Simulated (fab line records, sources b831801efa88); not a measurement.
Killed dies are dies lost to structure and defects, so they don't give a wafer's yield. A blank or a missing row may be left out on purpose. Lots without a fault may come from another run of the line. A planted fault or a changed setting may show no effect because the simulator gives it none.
Which tool did it? | flow gf180mcu | 14 lots, 42 wafers sampled, at 4 steps of a route of 602

WHAT THE GAUGES READ, wafer by wafer
GF_CONTACT_RS_MEAS_25: measures by four-point-probe.
lot  | measured     | on            | CONTACT_W_RS (ohm/sq)
L210 | day 16 05:55 | film_metro-01 | 0.377 0.376 0.377
L213 | day 17 05:13 | film_metro-02 | 0.379 0.378 0.377
L215 | day 18 00:46 | film_metro-02 | 0.374 0.372 0.372
L217 | day 18 23:52 | film_metro-04 | 0.368 0.362 0.372
L218 | day 19 06:49 | film_metro-02 | 0.374 0.367 0.374
L227 | day 22 15:59 | film_metro-01 | 0.368 0.367 0.368
L228 | day 22 16:53 | film_metro-04 | 0.375 0.377 0.381
L229 | day 22 23:19 | film_metro-01 | 0.379 0.382 0.378
L230 | day 23 04:08 | film_metro-02 | 0.368 0.371 0.370
L231 | day 23 19:59 | film_metro-02 | 0.382 0.380 0.376
L232 | day 24 00:40 | film_metro-01 | 0.379 0.377 0.377
L233 | day 24 07:58 | film_metro-01 | 0.363 0.364 0.362

GF_M2_THK_MEAS_06: measures by xrf.
lot  | measured     | on            | M2_ALCU_THK (nm)
L210 | day 18 07:23 | film_metro-03 | 448 444 442
L213 | day 19 09:03 | film_metro-02 | 443 439 443
L215 | day 20 06:00 | film_metro-03 | 444 442 451
L217 | day 21 04:56 | film_metro-02 | 450 448 445
L218 | day 21 11:22 | film_metro-02 | 443 432 439
L227 | day 24 16:49 | film_metro-03 | 439 439 439
L228 | day 24 18:40 | film_metro-03 | 459 450 447
L229 | day 24 23:06 | film_metro-01 | 451 441 445
L230 | day 25 05:10 | film_metro-02 | 448 435 447
L231 | day 25 19:22 | film_metro-03 | 444 436 443
L232 | day 25 23:47 | film_metro-01 | 439 446 440
L233 | day 26 05:11 | film_metro-03 | 449 452 454

WHICH TOOL RAN EACH LOT (tool, then ch and the chambers of the sampled wafers, then the start)
lot  | GF_HV_LDD_EXPOSE_04                 | GF_CONTACT_SPUTTER_22
L210 | iline_stepper-01 ch 0, day 9 18:03  | pvd_sputter-01, day 16 05:43
L213 | iline_stepper-01 ch 0, day 10 12:31 | pvd_sputter-02, day 17 04:56
L215 | iline_stepper-01 ch 0, day 11 03:16 | pvd_sputter-01, day 18 00:32
L217 | iline_stepper-02 ch 0, day 11 21:09 | pvd_sputter-02, day 18 23:37
L218 | iline_stepper-01 ch 0, day 12 03:56 | pvd_sputter-03, day 19 06:37
L219 | iline_stepper-01, day 12 09:13      | -
L220 | iline_stepper-02, day 12 15:59      | -
L227 | iline_stepper-01 ch 0, day 15 00:44 | pvd_sputter-02, day 22 15:46
L228 | iline_stepper-01 ch 0, day 15 00:53 | pvd_sputter-02, day 22 16:40
L229 | iline_stepper-01 ch 0, day 15 09:12 | pvd_sputter-02, day 22 23:07
L230 | iline_stepper-01 ch 0, day 15 13:04 | pvd_sputter-02, day 23 03:49
L231 | iline_stepper-01 ch 0, day 16 04:22 | pvd_sputter-02, day 23 19:44
L232 | iline_stepper-01 ch 0, day 16 08:27 | pvd_sputter-01, day 24 00:25
L233 | iline_stepper-01 ch 0, day 16 15:39 | pvd_sputter-03, day 24 07:46
- GF_HV_LDD_EXPOSE_04: exposes mask Nplus LV AREA, target cd 400 nm.
- GF_CONTACT_SPUTTER_22: material Ti, target thk 15 nm, time 80.02 s.

WHAT THE TOOLS THEMSELVES READ (means of the sampled wafers that have a number; where no wafer has one, the mark that the record gives instead)
GF_HV_LDD_EXPOSE_04.
lot  | tool             | exposure_dose_mJ_cm2 | focus_offset_nm (nm)
L210 | iline_stepper-01 | 140.07               | 0.6
L213 | iline_stepper-01 | 139.89               | -0.1
L215 | iline_stepper-01 | 139.80               | -0.5
L217 | iline_stepper-02 | 139.94               | -0.3
L218 | iline_stepper-01 | 139.85               | 0.1
L219 | iline_stepper-01 | -                    | -
L220 | iline_stepper-02 | -                    | -
L227 | iline_stepper-01 | 139.99               | -0.2
L228 | iline_stepper-01 | 139.88               | -0.3
L229 | iline_stepper-01 | 139.91               | 0.1
L230 | iline_stepper-01 | 139.86               | 0.0
L231 | iline_stepper-01 | 140.04               | 0.2
L232 | iline_stepper-01 | 139.91               | -0.2
L233 | iline_stepper-01 | 139.89               | -0.8

GF_CONTACT_SPUTTER_22.
lot  | tool           | throttle_valve_pct (%)
L210 | pvd_sputter-01 | 29.8
L213 | pvd_sputter-02 | 29.6
L215 | pvd_sputter-01 | 28.9
L217 | pvd_sputter-02 | 29.5
L218 | pvd_sputter-03 | 30.1
L227 | pvd_sputter-02 | 29.5
L228 | pvd_sputter-02 | 29.5
L229 | pvd_sputter-02 | 29.2
L230 | pvd_sputter-02 | 29.7
L231 | pvd_sputter-02 | 29.8
L232 | pvd_sputter-01 | 29.5
L233 | pvd_sputter-03 | 29.8

THE ANSWER, worked out from the rows above alone
Rule: what is usual is taken from the lots themselves. Put in order of their means at a reading, lots are off if they are a third of the lots or fewer, leave a main group of 4 or more, and stand apart from it by a gap of 3 or more times the standard deviation of the main group's means; of several such gaps the widest counts. A main group whose means are all the same, to the digits that the tables above print for the reading, isn't used. A lot without any number at a reading at which 4 lots or more have one is off too. The other lots that the step has rows for count as sound. The gauges are gone through in route order, then the tools' own readings, and for those a lot's mean is taken as printed above. The first step at which some lot is off is used, and at that step the reading that is off furthest; a lot without a number counts as furthest.
Off: L219, L220, at GF_HV_LDD_EXPOSE_04 (exposure_dose_mJ_cm2). Without a number there: L219, L220. The main group: mean 139.92, standard deviation 0.076.
A tool fits if, at that step or a process step before it, it ran every lot that is off, and no sound lot after the first of them. None of those tried fits.

WHAT THE SIMULATOR HAD PUT IN
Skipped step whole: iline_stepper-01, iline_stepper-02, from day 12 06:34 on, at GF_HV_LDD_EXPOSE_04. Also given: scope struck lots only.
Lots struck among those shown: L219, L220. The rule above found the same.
